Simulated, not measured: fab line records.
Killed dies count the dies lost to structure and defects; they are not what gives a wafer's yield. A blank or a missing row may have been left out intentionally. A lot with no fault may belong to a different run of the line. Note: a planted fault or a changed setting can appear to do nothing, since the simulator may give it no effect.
fab line records | flow sky130
record: lots: 24 wafers: 72 lastDay: 50
route steps=708 shown FIELD_ISO@10 CONTACT@424 VIA1@480 VIA2@522 VIA3@585
lots that met no fault: taken from a fault-free run of the same line
startH: hours from the record's opening day to when the first of the lot's shown wafers began | waitH: time in hours since the lot's previous step | " unchanged from the row above | L1.1+2: several wafers, shown together as one row | - value missing, or start not given | * or withheld: withheld | < > ~ a bound
route shown NAME@n: names a module that has steps shown in the file, with the first one's number in the route | usual: the fault-free wafers' mean and standard deviation | same: alike in all rows | chamber/n: place in a boat | sites: per-site readings | _std_site: their standard deviation | _edge_site: the outer-site mean with the inner-site mean subtracted | radiusMm: for every site, how far away it sits from the centre of the wafer | mask NAME#n: copy n | behind: the last tool/chamber to shape the wafer | hold: why the lot went on hold/how many hours it stayed there/how the hold came to an end | device: which transistor (n, p or np) failed to switch | end of line: the same wafers' tests at the end of the route | a step with no rows: only its recipe | killed: dies that structure and defects cost at the first sort, which is not the same as the wafer's yield | map: a wafer's dies, x killed, . not, _ none there
set.NAME: the run value of the setting; set.NAME@STEP: its run value at that earlier step | model.NAME: the simulator's own value behind a step, which no gauge read
route steps across a sampled set of lots; one table per step, one row per wafer
services: a tool's chamber out of use, with start hour (startH, from the record's first day; less than 0 if before it), hours out, and reason
== steps ==
step: SKY_FIELD_ISO_SOFTBAKE_09
recipe: tempC: 100 timeS: 92.29 resist: KrF-thick
usual: chillPlateTempC: 23.02/0.1 heaterPowerTotalW: 57.30/0.086 plateSensorTCentreC: 100.88/0.01 plateSensorTEdgeC: 100.95/0.01
same: timeS: 92.29
columns lot.wafer tool chamber startH waitH chillPlateTempC heaterPowerTotalW plateSensorTCentreC plateSensorTEdgeC
L074.1 lithoTrack-02 0 - - 23.02 57.42 100.89 100.95
L074.3 " 0 " " 22.96 57.38 100.88 100.96
L074.5 " 0 " " 23.02 57.20 100.86 100.93
L075.1 lithoTrack-02 0 - - 22.91 57.21 100.88 100.95
L075.2 " 0 " " 23.13 57.21 100.90 100.94
L075.5 " 0 " " 23.05 57.35 100.88 100.96
L076.2 lithoTrack-04 0 - - 22.95 57.27 100.88 100.95
L076.4 " 0 " " 23.06 57.32 100.88 100.97
L076.6 " 0 " " 22.96 57.28 100.89 100.94
L077.4 lithoTrack-02 0 - - 23.03 57.20 100.88 100.93
L077.5 " 0 " " 23.03 57.23 100.88 100.95
L077.6 " 0 " " 23.08 57.19 100.87 100.95
L078.2 lithoTrack-04 0 - - 22.87 57.23 100.89 100.97
L078.3 " 0 " " 23.10 57.30 100.88 100.94
L078.6 " 0 " " 23.05 57.20 100.87 100.95
L079.1 lithoTrack-01 0 - - 22.95 57.37 100.86 100.96
L079.2 " 0 " " 22.89 57.41 100.88 100.95
L079.6 " 0 " " 22.87 57.18 100.89 100.97
L080.1 lithoTrack-04 0 - - 22.94 57.30 100.88 100.95
L080.5 " 0 " " 23.05 57.25 100.89 100.94
L080.6 " 0 " " 22.76 57.28 100.89 100.93
L081.1 lithoTrack-02 0 - - 23.01 57.23 100.89 100.95
L081.5 " 0 " " 23.17 57.32 100.89 100.94
L081.6 " 0 " " 22.84 57.35 100.89 100.98
L082.4 lithoTrack-02 0 - - 22.97 57.33 100.89 100.96
L082.5 " 0 " " 22.96 57.26 100.88 100.95
L082.6 " 0 " " 22.95 57.27 100.87 100.95
L083.1 lithoTrack-02 0 - - 23.11 57.23 100.88 100.96
L083.2 " 0 " " 23.06 57.34 100.89 100.95
L083.3 " 0 " " 22.94 57.21 100.89 100.97
L084.3 lithoTrack-02 0 - - 23.11 57.12 100.89 100.95
L084.4 " 0 " " 23.19 57.33 100.88 100.94
L084.6 " 0 " " 23.19 57.30 100.89 100.95
L085.3 lithoTrack-04 0 - - 22.78 57.26 100.90 100.95
L085.5 " 0 " " 22.92 57.31 100.87 100.97
L085.6 " 0 " " 22.98 57.21 100.89 100.96
L086.2 lithoTrack-04 0 - - 23.08 57.48 100.88 100.96
L086.5 " 0 " " 23.12 57.32 100.89 100.96
L086.6 " 0 " " 22.90 57.34 100.87 100.95
L087.2 lithoTrack-04 0 - - 22.95 57.36 100.89 100.94
L087.4 " 0 " " 22.91 57.16 100.87 100.97
L087.6 " 0 " " 22.97 57.15 100.88 100.96
L088.2 lithoTrack-02 0 - - 22.90 57.41 100.89 100.95
L088.4 " 0 " " 22.97 57.28 100.89 100.96
L088.5 " 0 " " 22.89 57.30 100.87 100.96
L089.1 lithoTrack-04 0 - - 23.07 57.46 100.87 100.97
L089.3 " 0 " " 23.05 57.37 100.89 100.95
L089.5 " 0 " " 23.18 57.21 100.89 100.95
L090.2 lithoTrack-01 0 - - 23.20 57.35 100.88 100.94
L090.5 " 0 " " 22.93 57.31 100.89 100.96
L090.6 " 0 " " 23.04 57.21 100.89 100.96
L091.3 lithoTrack-04 0 - - 23.08 57.29 100.89 100.97
L091.4 " 0 " " 23.10 57.37 100.89 100.96
L091.6 " 0 " " 22.91 57.38 100.86 100.96
L092.1 lithoTrack-04 0 - - 23.04 57.34 100.88 100.96
L092.2 " 0 " " 22.99 57.21 100.86 100.96
L092.4 " 0 " " 23.01 57.34 100.89 100.96
L093.2 lithoTrack-04 0 - - 22.96 57.22 100.86 100.94
L093.3 " 0 " " 22.89 57.31 100.89 100.95
L093.4 " 0 " " 23.02 57.37 100.89 100.96
L094.2 lithoTrack-01 0 - - 22.94 57.52 100.88 100.97
L094.3 " 0 " " 23.05 57.35 100.88 100.94
L094.5 " 0 " " 23.01 57.29 100.89 100.95
L095.1 lithoTrack-02 0 - - 23.16 57.36 100.89 100.95
L095.2 " 0 " " 23.02 57.33 100.87 100.95
L095.6 " 0 " " 23.05 57.22 100.89 100.95
L096.2 lithoTrack-01 0 - - 22.91 57.35 100.90 100.96
L096.5 " 0 " " 23.22 57.51 100.88 100.96
L096.6 " 0 " " 23.04 57.26 100.88 100.95
L097.1 lithoTrack-01 0 - - 23.16 57.19 100.87 100.95
L097.4 " 0 " " 23.05 57.20 100.88 100.95
L097.5 " 0 " " 23.18 57.39 100.87 100.97
step: SKY_CONTACT_ETCH_18
recipe: target: Si3N4 chemistry: CHF3/O2 stopOn: TiN sourceW: 600 biasW: 200 pressureMtorr: 40 chf3FlowSccm: 50 O2_flow_sccm: 5 timeS: 39 targetDepthA: 750
usual: drypumpMotorCurrentA: 5.5/0.34 oesProductAu: 0.853/0.007 throttleValvePct: 8.792/0.0093
same: timeS: 39
columns lot.wafer tool chamber startH waitH drypumpMotorCurrentA oesProductAu rfHoursCounterH throttleValvePct
L074.1 rieDiel-01 0 - - 5.4 0.852 10 8.789
L074.3 " 3 " " 5.7 0.839 16 8.813
L074.5 " 3 " " 5.7 0.847 - 8.786
L075.1 rieDiel-01 2 - - 4.9 0.849 20 8.794
L075.2 " 1 " " 5.5 0.840 11 8.791
L075.5 " 0 " " 5.4 0.860 - 8.789
L077.4 rieDiel-01 1 - - 5.5 0.873 12 8.791
L077.5 " 3 " " 5.7 0.862 - 8.794
L077.6 " 0 " " 5.4 0.869 - 8.787
L076.2 rieDiel-03 2 - - 5.2 0.849 21 8.770
L076.4 " 0 " " 6.1 0.863 7 8.799
L076.6 " 3 " " 5.3 0.852 - 8.786
L078.2 rieDiel-01 1 - - 5.5 0.855 12 8.799
L078.3 " 3 " " 5.7 0.856 16 8.800
L078.6 " 1 " " 5.5 0.851 - 8.787
L079.1 rieDiel-01 0 - - 5.4 0.856 11 8.794
L079.2 " 3 " " 5.7 0.855 16 8.799
L079.6 " 3 " " 5.7 0.859 - 8.802
L080.1 rieDiel-03 0 - - 6.1 0.851 8 8.802
L080.5 " 1 " " 5.8 0.855 - 8.796
L080.6 " 2 " " 5.2 0.847 - 8.785
L082.4 rieDiel-04 1 - - 6.1 0.860 3 8.772
L082.5 " 3 " " 5.2 0.854 - 8.806
L082.6 " 2 " " 5.7 0.844 - 8.795
L081.1 rieDiel-04 3 - - 5.2 0.853 17 8.804
L081.5 " 3 " " 5.2 0.859 - 8.794
L081.6 " 0 " " 5.8 0.848 - 8.810
L083.1 rieDiel-01 1 - - 5.5 0.861 13 8.794
L083.2 " 2 " " 4.9 0.857 22 8.789
L083.3 " 0 " " 5.4 0.849 12 8.785
L084.3 rieDiel-01 2 - - 4.9 0.854 22 8.800
L084.4 " 0 " " 5.4 0.853 12 8.784
L084.6 " 0 " " 5.4 0.852 - 8.791
L085.3 rieDiel-04 0 - - 5.8 0.845 13 8.779
L085.5 " 2 " " 5.7 0.853 - 8.793
L085.6 " 3 " " 5.2 0.853 - 8.791
L086.2 rieDiel-01 0 - - 5.4 0.854 13 8.788
L086.5 " 3 " " 5.7 0.854 - 8.787
L086.6 " 0 " " 5.4 0.858 - 8.780
L087.2 rieDiel-04 3 - - 5.2 0.851 18 8.791
L087.4 " 2 " " 5.7 0.859 17 8.785
L087.6 " 3 " " 5.2 0.848 - 8.810
L088.2 rieDiel-01 2 - - 4.9 0.850 23 8.799
L088.4 " 3 " " 5.7 0.846 19 8.803
L088.5 " 1 " " 5.5 0.846 - 8.789
L089.1 rieDiel-03 3 - - 5.3 0.843 21 8.770
L089.3 " 2 " " 5.2 0.853 24 8.784
L089.5 " 1 " " 5.8 0.865 - 8.796
L090.2 rieDiel-04 3 - - 5.2 0.855 19 8.802
L090.5 " 1 " " 6.1 0.856 - 8.784
L090.6 " 0 " " 5.8 0.850 - 8.793
L091.3 rieDiel-04 3 - - 5.2 0.847 19 8.796
L091.4 " 2 " " 5.7 0.852 17 8.796
L091.6 " 3 " " 5.2 0.851 - 8.789
L092.1 rieDiel-04 0 - - 5.8 0.851 15 8.794
L092.2 " 3 " " 5.2 0.854 20 8.793
L092.4 " 1 " " 6.1 0.856 5 8.788
L093.2 rieDiel-01 2 - - 4.9 0.836 24 8.805
L093.3 " 1 " " 5.5 0.837 15 8.791
L093.4 " 0 " " 5.4 0.856 14 8.794
L094.2 rieDiel-01 2 - - 4.9 0.852 24 8.785
L094.3 " 0 " " 5.4 0.855 14 8.768
L094.5 " 3 " " 5.7 0.860 - 8.792
L095.1 rieDiel-04 0 - - 5.8 0.854 15 8.791
L095.2 " 3 " " 5.2 0.840 20 8.789
L095.6 " 3 " " 5.2 0.851 - 8.783
L096.2 rieDiel-04 3 - - 5.2 0.847 20 8.786
L096.5 " 0 " " 5.8 0.848 - 8.785
L096.6 " 1 " " 6.1 0.854 - 8.788
L097.1 rieDiel-04 2 - - 5.7 0.849 19 8.784
L097.4 " 1 " " 6.1 0.853 6 8.807
L097.5 " 3 " " 5.2 0.855 - 8.795
step: SKY_VIA1_RS_MEAS_22
recipe: thkMeasGauge: four-point-probe reads: W_of_VIA1_CVD_21+TiN_of_VIA1_SPUTTER_20
usual: VIA1_W_RS: 0.428/0.0065
columns lot.wafer tool chamber startH waitH VIA1_W_RS[ohm/sq]
L074.1 filmMetro-01 - 795.12 0.1 0.423
L074.3 " - " " 0.426
L074.5 " - " " 0.421
L075.1 filmMetro-04 - 797.17 0.1 0.426
L075.2 " - " " 0.425
L075.5 " - " " 0.425
L077.4 filmMetro-04 - 813.57 0.1 0.421
L077.5 " - " " 0.425
L077.6 " - " " 0.422
L076.2 filmMetro-01 - 815.43 0.1 0.440
L076.4 " - " " 0.434
L076.6 " - " " 0.439
L078.2 filmMetro-01 - 818.38 0.1 0.418
L078.3 " - " " 0.418
L078.6 " - " " 0.424
L079.1 filmMetro-01 - 829.45 0.1 0.414
L079.2 " - " " 0.426
L079.6 " - " " 0.418
L080.1 filmMetro-04 - 862.04 0.1 0.418
L080.5 " - " " 0.419
L080.6 " - " " 0.430
L082.4 filmMetro-02 - 863.04 0.1 0.423
L082.5 " - " " 0.416
L082.6 " - " " 0.426
L081.1 filmMetro-01 - 865.28 0.1 0.419
L081.5 " - " " 0.423
L081.6 " - " " 0.424
L083.1 filmMetro-04 - 866.91 0.1 0.431
L083.2 " - " " 0.425
L083.3 " - " " 0.428
L084.3 filmMetro-01 - 869.90 0.1 0.420
L084.4 " - " " 0.419
L084.6 " - " " 0.428
L085.3 filmMetro-02 - 872.70 0.1 0.437
L085.5 " - " " 0.439
L085.6 " - " " 0.443
L086.2 filmMetro-04 - 883.51 0.1 0.417
L086.5 " - " " 0.420
L086.6 " - " " 0.425
L087.2 filmMetro-02 - 892.09 0.1 0.429
L087.4 " - " " 0.423
L087.6 " - " " 0.428
L088.2 filmMetro-04 - 898.74 0.1 0.429
L088.4 " - " " 0.432
L088.5 " - " " 0.440
L089.1 filmMetro-01 - 901.79 0.1 0.426
L089.3 " - " " 0.422
L089.5 " - " " 0.423
L090.2 filmMetro-02 - 908.26 0.1 0.434
L090.5 " - " " 0.427
L090.6 " - " " 0.433
L091.3 filmMetro-02 - 914.71 0.1 0.436
L091.4 " - " " 0.437
L091.6 " - " " 0.433
L092.1 filmMetro-02 - 928.40 0.1 0.429
L092.2 " - " " 0.426
L092.4 " - " " 0.429
L093.2 filmMetro-02 - 932.03 0.1 0.432
L093.3 " - " " 0.433
L093.4 " - " " 0.432
L094.2 filmMetro-02 - 935.87 0.1 0.423
L094.3 " - " " 0.424
L094.5 " - " " 0.431
L095.1 filmMetro-01 - 943.87 0.1 0.438
L095.2 " - " " 0.441
L095.6 " - " " 0.434
L096.2 filmMetro-02 - 950.88 0.1 0.431
L096.5 " - " " 0.423
L096.6 " - " " 0.433
L097.1 filmMetro-01 - 955.97 0.1 0.436
L097.4 " - " " 0.439
L097.5 " - " " 0.437
step: SKY_VIA2_ETCH_15
recipe: target: SiO2 chemistry: C4F8/O2/Ar targetDepthNm: 546 stopOn: TiN maskMaterial: KrF-thick sourceW: 1500 biasW: 1200 pressureMtorr: 40 c4f8FlowSccm: withheld O2_flow_sccm: 6 Ar_flow_sccm: 300 timeS: 84
usual: oesProductAu: 0.940/0.0055
same: timeS: 84
columns lot.wafer tool chamber startH waitH oesProductAu rfHoursCounterH
L074.1 rieDiel-02 3 848.97 0.0 0.948 8
L074.3 " 2 " " 0.929 4
L074.5 " 3 " " 0.928 -
L075.1 rieDiel-01 1 853.11 0.0 0.937 14
L075.2 " 2 " " 0.932 23
L075.5 " 3 " " 0.940 -
L077.4 rieDiel-02 3 867.23 0.0 0.942 9
L077.5 " 2 " " 0.942 -
L077.6 " 1 " " 0.942 -
L076.2 rieDiel-04 2 869.31 0.0 0.939 17
L076.4 " 1 " " 0.933 5
L076.6 " 2 " " 0.937 -
L078.2 rieDiel-04 3 872.12 0.0 0.947 19
L078.3 " 1 " " 0.946 5
L078.6 " 2 " " 0.935 -
L079.1 rieDiel-04 3 883.66 0.0 0.934 20
L079.2 " 2 " " 0.941 18
L079.6 " 1 " " 0.952 -
L080.1 rieDiel-04 1 914.81 0.0 0.939 7
L080.5 " 1 " " 0.942 -
L080.6 " 2 " " 0.938 -
L082.4 rieDiel-04 2 916.67 0.0 0.934 19
L082.5 " 1 " " 0.937 -
L082.6 " 0 " " 0.946 -
L081.1 rieDiel-04 2 917.48 0.0 0.933 19
L081.5 " 2 " " 0.936 -
L081.6 " 1 " " 0.929 -
L083.1 rieDiel-02 1 919.76 0.0 0.940 19
L083.2 " 3 " " 0.938 10
L083.3 " 0 " " 0.930 7
L084.3 rieDiel-01 2 923.47 0.0 0.949 25
L084.4 " 1 " " 0.935 16
L084.6 " 1 " " 0.942 -
L085.3 rieDiel-01 0 925.51 0.0 0.929 15
L085.5 " 0 " " 0.945 -
L085.6 " 3 " " 0.934 -
L086.2 rieDiel-01 0 935.91 0.0 0.939 15
L086.5 " 0 " " 0.947 -
L086.6 " 3 " " 0.937 -
L087.2 rieDiel-04 0 944.11 0.0 0.931 17
L087.4 " 2 " " 0.939 20
L087.6 " 3 " " 0.928 -
L088.2 rieDiel-01 2 951.57 0.0 0.935 26
L088.4 " 1 " " 0.949 17
L088.5 " 0 " " 0.936 -
L089.1 rieDiel-04 3 952.82 0.0 0.942 22
L089.3 " 2 " " 0.934 20
L089.5 " 2 " " 0.939 -
L090.2 rieDiel-02 2 959.62 0.0 0.945 6
L090.5 " 1 " " 0.936 -
L090.6 " 0 " " 0.937 -
L091.3 rieDiel-02 1 965.91 0.0 0.939 20
L091.4 " 3 " " 0.938 11
L091.6 " 0 " " 0.939 -
L092.1 rieDiel-02 0 978.52 0.0 0.943 8
L092.2 " 1 " " 0.937 20
L092.4 " 2 " " 0.932 7
L093.2 rieDiel-04 0 982.76 0.0 0.934 18
L093.3 " 1 " " 0.941 9
L093.4 " 3 " " 0.943 23
L094.2 rieDiel-01 0 986.42 0.0 0.936 17
L094.3 " 1 " " 0.946 18
L094.5 " 1 " " 0.953 -
L095.1 rieDiel-02 3 994.67 0.0 0.934 12
L095.2 " 0 " " 0.937 9
L095.6 " 1 " " 0.945 -
L096.2 rieDiel-02 2 999.77 0.0 0.945 8
L096.5 " 3 " " 0.943 -
L096.6 " 2 " " 0.949 -
L097.1 rieDiel-02 2 1005.22 0.0 0.944 8
L097.4 " 0 " " 0.941 9
L097.5 " 0 " " 0.942 -
step: SKY_VIA3_CD_MEAS_12
recipe: targetCdNm: 200
usual: cdNm: 200.1/1.6
columns lot.wafer tool chamber startH waitH cdNm
L074.1 cdSem-01 - 927.97 - 198.9
L074.3 " - " " 199.8
L074.5 " - " " 199.5
L075.1 cdSem-02 - 932.91 - 200.4
L075.2 " - " " 201.5
L075.5 " - " " 200.6
L077.4 cdSem-02 - 945.98 - 200.9
L077.5 " - " " 199.7
L077.6 " - " " 200.3
L076.2 cdSem-02 - 947.54 - 199.4
L076.4 " - " " 198.6
L076.6 " - " " 197.5
L078.2 cdSem-02 - 950.44 - 201.0
L078.3 " - " " 199.7
L078.6 " - " " 199.2
L079.1 cdSem-01 - 962.44 - 199.7
L079.2 " - " " 198.9
L079.6 " - " " 199.1
L082.4 cdSem-02 - 992.13 - 202.4
L082.5 " - " " 201.5
L082.6 " - " " 202.9
L080.1 cdSem-01 - 992.22 - 199.6
L080.5 " - " " 199.8
L080.6 " - " " 199.7
L081.1 cdSem-01 - 993.82 - 199.7
L081.5 " - " " 199.9
L081.6 " - " " 200.5
L083.1 cdSem-02 - 996.37 - 201.0
L083.2 " - " " 201.2
L083.3 " - " " 201.1
L084.3 cdSem-01 - 998.91 - 202.4
L084.4 " - " " 201.6
L084.6 " - " " 202.8
L085.3 cdSem-02 - 1002.26 - 199.5
L085.5 " - " " 199.4
L085.6 " - " " 199.8
L086.2 cdSem-01 - 1011.24 - 204.7
L086.5 " - " " 203.5
L086.6 " - " " 204.1
L087.2 cdSem-02 - 1020.39 - 201.9
L087.4 " - " " 202.4
L087.6 " - " " 200.8
L088.2 cdSem-01 - 1025.09 - 198.9
L088.4 " - " " 199.4
L088.5 " - " " 199.2
L089.1 cdSem-02 - 1026.02 - 201.5
L089.3 " - " " 201.5
L089.5 " - " " 201.5
L090.2 cdSem-01 - 1032.89 - 198.7
L090.5 " - " " 200.8
L090.6 " - " " 199.8
L091.3 cdSem-02 - 1038.46 - 200.6
L091.4 " - " " 199.9
L091.6 " - " " 201.0
L092.1 cdSem-01 - 1050.42 - 198.1
L092.2 " - " " 199.0
L092.4 " - " " 198.5
L093.2 cdSem-01 - 1054.34 - 198.7
L093.3 " - " " 198.8
L093.4 " - " " 198.2
L094.2 cdSem-02 - 1058.49 - 200.1
L094.3 " - " " 198.5
L094.5 " - " " 200.3
L095.1 cdSem-01 - 1066.54 - 199.8
L095.2 " - " " 199.5
L095.6 " - " " 202.3
L096.2 cdSem-02 - 1071.89 - 200.9
L096.5 " - " " 199.4
L096.6 " - " " 199.9
L097.1 cdSem-02 - 1075.72 - 197.2
L097.4 " - " " 196.6
L097.5 " - " " 197.2
step: SKY_VIA3_THK_MEAS_23
recipe: thkMeasGauge: xrf reads: W_of_VIA3_CVD_21
usual: VIA3_W_THK: 388/5.1
columns lot.wafer tool chamber startH waitH VIA3_W_THK[nm]
L074.1 filmMetro-01 - 929.47 0.1 383
L074.3 " - " " 389
L074.5 " - " " 387
L075.1 filmMetro-04 - 934.18 0.1 379
L075.2 " - " " 393
L075.5 " - " " 396
L077.4 filmMetro-01 - 947.12 0.1 376
L077.5 " - " " 378
L077.6 " - " " 378
L076.2 filmMetro-02 - 948.75 0.1 394
L076.4 " - " " 392
L076.6 " - " " 389
L078.2 filmMetro-04 - 951.60 0.1 388
L078.3 " - " " 391
L078.6 " - " " 381
L079.1 filmMetro-04 - 963.63 0.1 380
L079.2 " - " " 381
L079.6 " - " " 379
L082.4 filmMetro-02 - 993.25 0.1 388
L082.5 " - " " 390
L082.6 " - " " 391
L080.1 filmMetro-01 - 993.37 0.1 384
L080.5 " - " " 381
L080.6 " - " " 389
L081.1 filmMetro-02 - 994.98 0.1 389
L081.5 " - " " 392
L081.6 " - " " 393
L083.1 filmMetro-01 - 997.53 0.1 387
L083.2 " - " " 391
L083.3 " - " " 388
L084.3 filmMetro-01 - 1000.05 0.1 384
L084.4 " - " " 391
L084.6 " - " " 386
L085.3 filmMetro-02 - 1003.40 0.1 388
L085.5 " - " " 395
L085.6 " - " " 384
L086.2 filmMetro-01 - 1012.38 0.1 391
L086.5 " - " " 393
L086.6 " - " " 393
L087.2 filmMetro-01 - 1021.54 0.1 387
L087.4 " - " " 381
L087.6 " - " " 395
L088.2 filmMetro-01 - 1026.36 0.1 391
L088.4 " - " " 395
L088.5 " - " " 389
L089.1 filmMetro-01 - 1027.20 0.1 391
L089.3 " - " " 387
L089.5 " - " " 394
L090.2 filmMetro-02 - 1034.04 0.1 388
L090.5 " - " " 392
L090.6 " - " " 393
L091.3 filmMetro-02 - 1039.60 0.1 393
L091.4 " - " " 384
L091.6 " - " " 384
L092.1 filmMetro-01 - 1051.57 0.1 382
L092.2 " - " " 387
L092.4 " - " " 387
L093.2 filmMetro-01 - 1055.48 0.1 388
L093.3 " - " " 393
L093.4 " - " " 388
L094.2 filmMetro-04 - 1059.66 0.1 392
L094.3 " - " " 381
L094.5 " - " " 378
L095.1 filmMetro-02 - 1067.70 0.1 386
L095.2 " - " " 396
L095.6 " - " " 390
L096.2 filmMetro-01 - 1073.07 0.1 390
L096.5 " - " " 392
L096.6 " - " " 392
L097.1 filmMetro-04 - 1076.89 0.1 382
L097.4 " - " " 382
L097.5 " - " " 381
== services ==
columns tool chamber startH hours kind
rieDiel-04 3 10.34 1.7 repair
rieDiel-01 1 31.39 11.9 repair
rieDiel-01 2 70.38 13.5 repair
rieDiel-04 0 169.06 2.5 repair
rieDiel-04 0 174.51 4.8 repair
rieDiel-04 2 189.25 7.1 repair
rieDiel-04 3 226.11 2.8 repair
rieDiel-04 - 275.92 2.8 pm
rieDiel-04 2 295.86 9.4 repair
rieDiel-04 0 337.88 21.9 repair
rieDiel-04 2 363.67 9.8 repair
rieDiel-04 3 375.92 6.3 repair
rieDiel-04 1 394.20 1.6 repair
rieDiel-04 3 394.31 8.9 repair
rieDiel-04 2 406.89 4.5 repair
rieDiel-04 2 584.78 21.2 repair
rieDiel-04 0 589.18 3.6 repair
rieDiel-04 3 661.06 14.2 repair
rieDiel-04 - 787.36 0.3 repair
rieDiel-04 1 789.21 6.0 repair
rieDiel-04 - 790.58 0.4 repair
rieDiel-04 2 851.78 5.5 repair
rieDiel-04 - 861.51 0.7 repair
rieDiel-04 3 992.55 2.8 repair
== key ==
fault none
